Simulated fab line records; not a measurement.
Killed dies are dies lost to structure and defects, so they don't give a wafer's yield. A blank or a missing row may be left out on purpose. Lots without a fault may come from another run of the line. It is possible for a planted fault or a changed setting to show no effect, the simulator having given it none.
fab line records	flow sky130
[record] lots = 6	wafers = 18	lastDay = 50
route steps=708 shown FIELD_ISO@31 NWELL@32 DNWELL@35 PWDE@45 PAD_OPEN@708
lots that met no fault: from a run of the same line without faults
startH: the number of hours between the record's first day and the start of the first shown wafer of the lot	waitH: time in hours since the lot's previous step	" same as the row above	L1.1+2: a single row standing in for several wafers	- either no value or no given start	* or withheld: withheld	< > ~ a bound
route shown NAME@n: names a module that has steps shown in the file, with the first one's number in the route	usual: the fault-free wafers' mean and standard deviation	same: alike in all rows	chamber/n: place in a boat	sites: per-site readings	_std_site: the standard deviation of these	_edge_site: inner sites' mean taken away from outer sites' mean	radiusMm: how far each site lies from the wafer's centre	mask NAME#n: copy n	behind: the tool/chamber that last shaped the wafer	hold: why the lot was held/for how many hours/how that ended	device: which transistor (n, p or np) failed to switch	end of line: the tests these same wafers got at the end of their route	for a step that has no rows: nothing shown but its recipe	killed: dies that structure and defects cost at the first sort, which is not the same as the wafer's yield	map: a wafer's dies, x killed, . not, _ none there
set.NAME: the setting the step ran with; set.NAME@STEP: the setting that earlier step ran with	model.NAME: the simulator's own value behind a step, which no gauge read
a table for each step, a row for each wafer; lots at some steps of the route
services: from which hour (startH, from the record's first day; less than 0 if before it) a tool's chamber was out of use, for how many hours, and why
[[steps]]
[step SKY_FIELD_ISO_WET_ETCH_30]
[recipe] chemistry = dHF	targetDepthNm = 25	target = SiO2	dilution = 10:1	tempC = 25	timeS = 50
[step SKY_NWELL_CLEAN_00]
[recipe] chemistry = SC1/SC2	mix = 1:4:20	tempC = 70	timeS = 150	dry = n2Spin
[step SKY_NWELL_OXIDATION_01]
[recipe] tempC = 900	ambient = O2	stabiliseS = 600	purgeS = 300	targetThkA = 100	oxTimeS = 1418
[step SKY_NWELL_THK_MEAS_02]
[recipe] reads = SiO2_of_NWELL_OXIDATION_01
[usual] NWELL_OXIDATION_THK = 9.98/0.2
lot.wafer	tool	chamber	startH	waitH	NWELL_OXIDATION_THK[nm]
L143.3	filmMetro-01	-	60.67	0.0	9.89
L143.4	"	-	"	"	10.09
L143.5	"	-	"	"	10.03
L144.1	filmMetro-03	-	66.31	0.0	10.27
L144.2	"	-	"	"	10.11
L144.3	"	-	"	"	10.40
L151.2	filmMetro-03	-	100.94	0.0	10.05
L151.4	"	-	"	"	9.99
L151.5	"	-	"	"	9.97
L154.1	filmMetro-03	-	115.06	0.0	9.91
L154.2	"	-	"	"	9.99
L154.5	"	-	"	"	9.91
L160.2	filmMetro-01	-	159.49	0.0	9.84
L160.3	"	-	"	"	9.82
L160.5	"	-	"	"	9.92
L161.1	filmMetro-03	-	166.35	0.0	10.03
L161.3	"	-	"	"	10.24
L161.5	"	-	"	"	9.94
[step SKY_DNWELL_DEHYDRATE_00]
[recipe] tempC = 200	timeS = 60
[step SKY_DNWELL_HMDS_01]
[recipe] primeTimeS = 60	primeTempC = 120
[step SKY_DNWELL_COAT_02]
[recipe] spinRpm = 2000	resistThkNm = 3000
[step SKY_DNWELL_SOFTBAKE_03]
[recipe] tempC = 110	timeS = withheld
[step SKY_DNWELL_EXPOSE_04]
[recipe] maskId = DNM	na = 0.57	targetCdNm = 3000	doseMj = 222
[step SKY_DNWELL_PEB_05]
[recipe] tempC = 115	timeS = withheld
[step SKY_DNWELL_DEVELOP_06]
[recipe] wallAngleDeg = 90	developer = TMAH	developTimeS = 60	devTempC = 23
[step SKY_DNWELL_IMPLANT_07]
[recipe] species = P	energyKev = withheld	doseCm2 = withheld	tiltDeg = withheld
[step SKY_DNWELL_STRIP_08]
[recipe] chemistry = O2/N2	powerW = 1400	pressureMtorr = 1500	platenTempC = withheld	o2FlowSccm = 3000	n2FlowSccm = 300	overashFraction = 0.5
[usual] chamberPressureMTorr = 1500.1/1.2	drypumpMotorCurrentA = 5.55/0.19	n2FlowSccm = 300.1/0.84	oesProductAu = 0.722/0.0052	stripTimeToEndpointS = 36.93/0.092
lot.wafer	tool	chamber	startH	waitH	chamberPressureMTorr	drypumpMotorCurrentA	n2FlowSccm	oesProductAu	rfHoursCounterH	stripTimeToEndpointS
L143.3	plasmaAsher-02	0	77.33	0.1	1498.3	5.49	301.2	0.726	-	37.00
L143.4	"	1	"	"	1500.5	5.34	298.5	0.723	-	37.08
L143.5	"	1	"	"	1502.2	5.37	299.6	0.719	-	36.89
L144.1	plasmaAsher-02	1	82.64	0.1	1498.0	5.40	300.7	0.719	38	36.76
L144.2	"	0	"	"	1500.2	5.47	300.9	0.728	38	36.74
L144.3	"	0	"	"	1496.9	5.47	299.9	0.728	-	36.83
L151.2	plasmaAsher-04	0	119.39	0.1	1500.2	5.59	300.5	0.726	31	36.95
L151.4	"	1	"	"	1499.1	5.91	300.4	0.718	-	36.90
L151.5	"	0	"	"	1499.7	5.58	300.5	0.721	-	36.93
L154.1	plasmaAsher-02	1	134.29	0.1	1501.6	5.37	300.6	0.722	43	36.86
L154.2	"	0	"	"	1501.4	5.47	300.0	0.715	43	36.86
L154.5	"	0	"	"	1500.0	5.47	299.0	0.717	-	36.72
L160.2	plasmaAsher-04	0	179.29	0.1	1500.5	5.61	300.3	0.726	37	37.06
L160.3	"	0	"	"	1499.8	5.61	301.1	0.729	-	37.10
L160.5	"	1	"	"	1501.0	5.92	301.2	0.719	-	36.97
L161.1	plasmaAsher-04	1	186.14	0.1	1500.5	5.91	300.3	0.723	38	37.02
L161.3	"	1	"	"	1501.1	5.91	298.2	0.713	-	37.01
L161.5	"	1	"	"	1499.6	5.92	299.2	0.717	-	36.97
[step SKY_DNWELL_TW_MEAS_09]
[usual] DNWELL_TW = 1111/12
lot.wafer	tool	chamber	startH	waitH	DNWELL_TW
L143.3	filmMetro-02	-	77.41	0.1	1103
L143.4	"	-	"	"	1107
L143.5	"	-	"	"	1106
L144.1	filmMetro-03	-	82.74	0.1	1110
L144.2	"	-	"	"	1109
L144.3	"	-	"	"	1111
L151.2	filmMetro-01	-	119.50	0.1	1132
L151.4	"	-	"	"	1130
L151.5	"	-	"	"	1125
L154.1	filmMetro-01	-	134.39	0.1	1113
L154.2	"	-	"	"	1120
L154.5	"	-	"	"	1118
L160.2	filmMetro-02	-	179.40	0.1	1103
L160.3	"	-	"	"	1098
L160.5	"	-	"	"	1098
L161.1	filmMetro-01	-	186.24	0.1	1123
L161.3	"	-	"	"	1122
L161.5	"	-	"	"	1131
[step SKY_PWDE_DEHYDRATE_00]
[recipe] tempC = 200	timeS = 60
[step SKY_PWDE_HMDS_01]
[recipe] primeTimeS = 60	primeTempC = 120
[step SKY_PWDE_COAT_02]
[recipe] spinRpm = 2000	resistThkNm = 3000
[step SKY_PWDE_SOFTBAKE_03]
[recipe] tempC = 110	timeS = withheld
[step SKY_PWDE_EXPOSE_04]
[recipe] maskId = PWDEM	na = 0.6	sourceShape = conventional	sigmaOuter = 0.6	polarization = unpolarized	targetCdNm = 840	doseMj = 214
[step SKY_PWDE_PEB_05]
[recipe] tempC = 115	timeS = withheld
[step SKY_PWDE_DEVELOP_06]
[recipe] wallAngleDeg = 90	developer = TMAH	developTimeS = 60	devTempC = 23
[step SKY_PWDE_OVL_MEAS_07]
[usual] PWDE_OVL = 0.0/1.4
lot.wafer	tool	chamber	startH	waitH	PWDE_OVL[nm]
L143.3	overlay-02	-	94.57	-	0.1
L143.4	"	-	"	"	-0.6
L143.5	"	-	"	"	-0.4
L144.1	overlay-01	-	100.29	-	0.3
L144.2	"	-	"	"	-0.3
L144.3	"	-	"	"	0.7
L151.2	overlay-01	-	138.16	-	-1.6
L151.4	"	-	"	"	1.2
L151.5	"	-	"	"	-0.3
L154.1	overlay-01	-	152.90	-	-0.7
L154.2	"	-	"	"	-1.8
L154.5	"	-	"	"	-0.1
L160.2	overlay-01	-	200.66	-	0.4
L160.3	"	-	"	"	-0.4
L160.5	"	-	"	"	0.2
L161.1	overlay-02	-	206.85	-	0.6
L161.3	"	-	"	"	1.5
L161.5	"	-	"	"	-0.6
[step SKY_PWDE_IMPLANT_08]
[recipe] species = B	energyKev = 150	doseCm2 = 3.6e+12	tiltDeg = withheld
[step SKY_PWDE_STRIP_09]
[recipe] chemistry = O2/N2	powerW = 1400	pressureMtorr = 1500	platenTempC = withheld	o2FlowSccm = 3000	n2FlowSccm = 300	overashFraction = 0.5
[usual] chamberPressureMTorr = 1500.0/1.5	drypumpMotorCurrentA = 5.7/0.31	n2FlowSccm = 300.2/0.9	oesProductAu = 0.722/0.0047	stripTimeToEndpointS = 36.93/0.12
lot.wafer	tool	chamber	startH	waitH	chamberPressureMTorr	drypumpMotorCurrentA	n2FlowSccm	oesProductAu	rfHoursCounterH	stripTimeToEndpointS
L143.3	plasmaAsher-02	1	94.77	0.1	1498.5	5.4	299.4	0.727	-	37.09
L143.4	"	0	"	"	1499.7	5.5	299.7	0.713	-	37.17
L143.5	"	1	"	"	1500.2	5.4	300.0	0.731	-	36.96
L144.1	plasmaAsher-01	0	100.47	0.1	1501.5	5.8	299.8	0.719	41	37.18
L144.2	"	1	"	"	1501.8	6.4	299.7	0.719	41	37.02
L144.3	"	1	"	"	1501.0	6.4	300.3	0.718	-	37.05
L151.2	plasmaAsher-01	1	138.34	0.1	1500.1	6.4	299.6	0.721	2	36.93
L151.4	"	1	"	"	1501.7	6.4	300.5	0.729	-	36.98
L151.5	"	1	"	"	1499.8	6.3	300.7	0.729	-	37.03
L154.1	plasmaAsher-04	1	153.09	0.1	1500.4	5.9	301.1	0.732	35	36.95
L154.2	"	0	"	"	1497.7	5.6	300.6	0.718	35	36.89
L154.5	"	0	"	"	1499.5	5.6	300.5	0.723	-	36.92
L160.2	plasmaAsher-02	1	200.84	0.1	1501.0	5.4	301.4	0.715	49	36.91
L160.3	"	0	"	"	1501.8	5.5	300.4	0.713	-	36.94
L160.5	"	1	"	"	1500.0	5.4	300.2	0.718	-	37.01
L161.1	plasmaAsher-02	0	207.04	0.1	1501.0	5.5	299.8	0.710	50	36.92
L161.3	"	1	"	"	1500.6	5.4	299.6	0.720	-	36.82
L161.5	"	0	"	"	1499.5	5.5	299.8	0.723	-	36.90
[step SKY_PWDE_TW_MEAS_10]
[usual] PWDE_TW = 373/4.1
lot.wafer	tool	chamber	startH	waitH	PWDE_TW
L143.3	filmMetro-03	-	94.86	0.1	375
L143.4	"	-	"	"	373
L143.5	"	-	"	"	372
L144.1	filmMetro-01	-	100.57	0.1	377
L144.2	"	-	"	"	377
L144.3	"	-	"	"	376
L151.2	filmMetro-01	-	138.45	0.1	377
L151.4	"	-	"	"	375
L151.5	"	-	"	"	377
L154.1	filmMetro-03	-	153.19	0.1	371
L154.2	"	-	"	"	369
L154.5	"	-	"	"	372
L160.2	filmMetro-01	-	200.95	0.1	378
L160.3	"	-	"	"	379
L160.5	"	-	"	"	380
L161.1	filmMetro-02	-	207.14	0.1	365
L161.3	"	-	"	"	368
L161.5	"	-	"	"	366
[step SKY_NWELL_DEHYDRATE_03]
[recipe] tempC = 200	timeS = 60
[step SKY_NWELL_HMDS_04]
[recipe] primeTimeS = 60	primeTempC = 120
[step SKY_NWELL_COAT_05]
[recipe] spinRpm = 2000	resistThkNm = 3000
[step SKY_NWELL_SOFTBAKE_06]
[recipe] tempC = 110	timeS = withheld
[step SKY_NWELL_EXPOSE_07]
[recipe] maskId = NWM	na = 0.6	sourceShape = conventional	sigmaOuter = 0.6	polarization = unpolarized	targetCdNm = 840	doseMj = 255
[step SKY_NWELL_PEB_08]
[recipe] tempC = 115	timeS = withheld
[step SKY_NWELL_DEVELOP_09]
[recipe] wallAngleDeg = 90	developer = TMAH	developTimeS = 60	devTempC = 23
[step SKY_NWELL_OVL_MEAS_10]
[usual] NWELL_00_OVL = 1.1/1.6
lot.wafer	tool	chamber	startH	waitH	NWELL_00_OVL[nm]
L143.3	overlay-02	-	113.01	-	2.6
L143.4	"	-	"	"	2.3
L143.5	"	-	"	"	2.9
L144.1	overlay-02	-	118.89	-	0.8
L144.2	"	-	"	"	1.1
L144.3	"	-	"	"	-0.1
L151.2	overlay-01	-	156.86	-	2.1
L151.4	"	-	"	"	0.2
L151.5	"	-	"	"	1.0
L154.1	overlay-02	-	171.30	-	1.0
L154.2	"	-	"	"	1.3
L154.5	"	-	"	"	1.5
L160.2	overlay-01	-	222.25	-	1.5
L160.3	"	-	"	"	1.8
L160.5	"	-	"	"	-0.3
L161.1	overlay-02	-	228.20	-	3.0
L161.3	"	-	"	"	2.3
L161.5	"	-	"	"	2.5
[step SKY_NWELL_IMPLANT_11]
[recipe] species = P	energyKev = 400	doseCm2 = 1.9e+13	tiltDeg = withheld
[step SKY_NWELL_IMPLANT_12]
[recipe] species = P	energyKev = 120	doseCm2 = 1.3e+12	tiltDeg = withheld
[step SKY_NWELL_IMPLANT_13]
[recipe] species = P	energyKev = 50	doseCm2 = 7e+11	tiltDeg = withheld
[step SKY_NWELL_STRIP_14]
[recipe] chemistry = O2/N2	powerW = 1400	pressureMtorr = 1500	platenTempC = withheld	o2FlowSccm = 3000	n2FlowSccm = 300	overashFraction = 0.5
[usual] chamberPressureMTorr = 1499.9/1.3	drypumpMotorCurrentA = 5.7/0.32	n2FlowSccm = 300.0/0.99	oesProductAu = 0.722/0.0046	stripTimeToEndpointS = 36.90/0.12
lot.wafer	tool	chamber	startH	waitH	chamberPressureMTorr	drypumpMotorCurrentA	n2FlowSccm	oesProductAu	rfHoursCounterH	stripTimeToEndpointS
L143.3	plasmaAsher-04	0	113.51	0.1	1497.5	5.6	299.9	0.726	-	36.77
L143.4	"	1	"	"	1500.2	5.9	300.7	0.720	-	36.79
L143.5	"	0	"	"	1498.9	5.6	298.9	0.725	-	36.72
L144.1	plasmaAsher-01	1	119.38	0.1	1501.7	6.4	300.8	0.723	0	37.00
L144.2	"	0	"	"	1502.1	5.8	299.1	0.724	0	36.96
L144.3	"	0	"	"	1500.1	5.8	300.0	0.721	-	36.90
L151.2	plasmaAsher-01	1	157.34	0.1	1501.2	6.3	299.3	0.725	4	36.76
L151.4	"	1	"	"	1500.6	6.4	298.9	0.722	-	36.75
L151.5	"	1	"	"	1501.3	6.3	299.0	0.726	-	36.85
L154.1	plasmaAsher-01	0	171.79	0.1	1500.2	5.8	298.9	0.720	5	37.06
L154.2	"	1	"	"	1500.0	6.3	302.2	0.716	5	36.87
L154.5	"	0	"	"	1499.2	5.8	298.1	0.720	-	37.02
L160.2	plasmaAsher-01	0	222.73	0.1	1500.5	5.8	299.6	0.721	10	37.03
L160.3	"	1	"	"	1500.1	6.3	300.5	0.726	-	36.90
L160.5	"	1	"	"	1500.9	6.3	299.1	0.718	-	36.76
L161.1	plasmaAsher-01	1	228.69	0.1	1499.7	6.3	299.4	0.719	10	36.88
L161.3	"	0	"	"	1498.8	5.8	299.6	0.714	-	36.87
L161.5	"	0	"	"	1499.5	5.8	300.4	0.731	-	36.95
[step SKY_NWELL_TW_MEAS_15]
[usual] NWELL_TW = 1812/17
lot.wafer	tool	chamber	startH	waitH	NWELL_TW
L143.3	filmMetro-03	-	113.60	0.1	1818
L143.4	"	-	"	"	1816
L143.5	"	-	"	"	1822
L144.1	filmMetro-02	-	119.48	0.1	1785
L144.2	"	-	"	"	1790
L144.3	"	-	"	"	1793
L151.2	filmMetro-03	-	157.45	0.1	1823
L151.4	"	-	"	"	1818
L151.5	"	-	"	"	1810
L154.1	filmMetro-02	-	171.89	0.1	1797
L154.2	"	-	"	"	1793
L154.5	"	-	"	"	1789
L160.2	filmMetro-03	-	222.84	0.1	1812
L160.3	"	-	"	"	1815
L160.5	"	-	"	"	1822
L161.1	filmMetro-03	-	228.79	0.1	1832
L161.3	"	-	"	"	1830
L161.5	"	-	"	"	1839
[step SKY_NWELL_DEHYDRATE_16]
[recipe] tempC = 200	timeS = 60
[step SKY_NWELL_HMDS_17]
[recipe] primeTimeS = 60	primeTempC = 120
[step SKY_NWELL_COAT_18]
[recipe] spinRpm = 2000	resistThkNm = 3000
[step SKY_NWELL_SOFTBAKE_19]
[recipe] tempC = 110	timeS = withheld
[step SKY_PAD_OPEN_PROBE_99]
[usual] killed_at_M0_to_M3 = 44/7.1	killed_at_M4_up = 3.0/1.9	killedAtContacts = 25/5.6	killedAtFrontEnd = 14/4.1	killedAtOther = 0.2/0.44	killedDies = 86/9.1	killedOpen = 47/7.4	killedShort = 39/5.7
[same] grossDies = 492	killedAtBackSide = 0
lot.wafer	tool	chamber	startH	waitH	killed_at_M0_to_M3	killed_at_M4_up	killedAtContacts	killedAtFrontEnd	killedAtOther	killedDies	killedOpen	killedShort
L161.1	prober-02	-	1204.32	0.1	43	2	19	52	0	116	39	38
L161.3	prober-02	-	1204.42	0.2	45	2	28	56	0	131	53	40
L161.5	prober-02	-	1204.52	0.2	44	3	26	53	0	126	56	33
L160.2	prober-01	-	1206.11	0.1	53	3	16	17	0	89	42	47
L160.3	prober-01	-	1206.16	0.2	42	2	23	13	0	80	45	35
L160.5	prober-01	-	1206.26	0.2	40	0	17	56	0	113	37	32
// killed by level:class
L161.1 DNWELL:unspecified=39 VIA1:geometricParticle:open=7 LI_CONTACT:geometricParticle:open=6 METAL1:geometricParticle:short=6 CONTACT:geometricParticle:open=5 VIA2:geometricParticle:short=5 VIA3:geometricParticle:open=5 LOCAL_INTERCONNECT:geometricParticle:short=4
L161.3 DNWELL:unspecified=38 CONTACT:geometricParticle:open=11 VIA1:geometricParticle:open=9 VIA2:geometricParticle:open=8 VIA3:geometricParticle:open=6 LI_CONTACT:geometricParticle:open=6 VIA3:geometricParticle:short=6 FIELD_ISO:geometricParticle:short=5
L161.5 DNWELL:unspecified=37 LI_CONTACT:geometricParticle:open=12 CONTACT:geometricParticle:open=10 VIA1:geometricParticle:open=8 METAL1:geometricParticle:short=7 VIA3:geometricParticle:open=7 VIA2:geometricParticle:open=7 FIELD_ISO:geometricParticle:open=5
L160.2 METAL2:geometricParticle:short=12 METAL1:geometricParticle:short=11 VIA1:geometricParticle:open=9 VIA3:geometricParticle:open=8 POLY_GATE:geometricParticle:short=5 CONTACT:geometricParticle:short=5 VIA2:geometricParticle:open=5 FIELD_ISO:geometricParticle:open=4
L160.3 CONTACT:geometricParticle:open=10 VIA1:geometricParticle:open=8 CONTACT:geometricParticle:short=7 VIA1:geometricParticle:short=7 LI_CONTACT:geometricParticle:open=6 METAL2:geometricParticle:short=4 VIA2:geometricParticle:open=4 VIA3:geometricParticle:open=4
L160.5 DNWELL:unspecified=44 CONTACT:geometricParticle:open=7 VIA1:geometricParticle:open=6 VIA3:geometricParticle:open=6 METAL1:geometricParticle:short=5 VIA1:geometricParticle:short=5 VIA2:geometricParticle:open=5 FIELD_ISO:geometricParticle:open=4
// map L160.5 (x killed, . not)
__________x...x....._________
________.xx....x..x.xx_______
______..x..x....x.x....x_____
_____xx.x.......xx.......____
____xxxxxx.........x......___
___xxxxxxx..x..............__
__xxxxxxxx.......x....x....._
_.xxxxxxxxx...x.......x....x.
_..xxxx.xx......x....x.......
_x.xxxxx....x...x...x........
_x.xxx...................xx.x
_.x...............x.......x..
_..x...x......x.x.....x......
_.....x...x......xx..........
_......x........x..........x.
__x...........x.x.x........._
___.x............x.........__
____.x..........xx........___
_____.x........x...x.....____
______............x...x._____
________..x........xx._______
__________.x..x....._________
// map L161.3 (x killed, . not)
__________..x......._________
________..xxx.....x..x_______
______.........x........_____
_____xxx.x...x.x.x......x____
____xxxxxx.xxx.x....x.....___
___xxxxxx....x....xx....xx.__
__xxxxxxxxx.....x..........x_
_xxxxxxxx......x.....x.......
_.xxxxxxx.......x...x....x...
_..xxxx...........xx.......x.
_.x............x....x.x.x...x
_.xx...........x.x.....xx....
_..x.......xx...x..x..x......
_...........x..........x.xx..
_x.....x....x...x........x...
__.......x..x.xx......xx...._
___...x...xx....x.....x...x__
____x..xxx.x..............___
_____..............x...x.____
______......x....x......_____
________.......xxxx..x_______
__________..x....xx._________
[[services]]
tool	chamber	startH	hours	kind
plasmaAsher-01	-	108.75	9.0	pm
plasmaAsher-01	0	108.75	9.0	ventCycle
plasmaAsher-01	1	108.75	9.0	ventCycle
plasmaAsher-01	0	117.75	-	clean
plasmaAsher-01	1	117.75	-	clean
[[key]]
[firstSign] step = SKY_PAD_OPEN_PROBE_99	reading = killedAtFrontEnd	direction = up	sigmas = 9.8	usual = 14	struck = 54
[effect] step = SKY_PAD_OPEN_PROBE_99	reading = killedDies	direction = up	sigmas = 3.9	usual = 86	struck = 122
metAt SKY_DNWELL_STRIP_08
struckWafers L160.5,L161.1,L161.3,L161.5
testerLeftOut L160,L161
onsetBetween 119.39 179.29
[fault] kind = chamberParticleSource	tool = plasmaAsher-04	chamber = 1	onsetH = 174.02	steps = SKY_DNWELL_STRIP_08	ratePerVisitCm2 = 0.70306	endH = 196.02
// testerLeftOut: of these lots the tester's yield and bins aren't shown, on N5 and GAA mostly nor the transistor test; their killed dies are dies lost to structure and defects alone, not to doping, threshold or leakage, so they don't give the yield
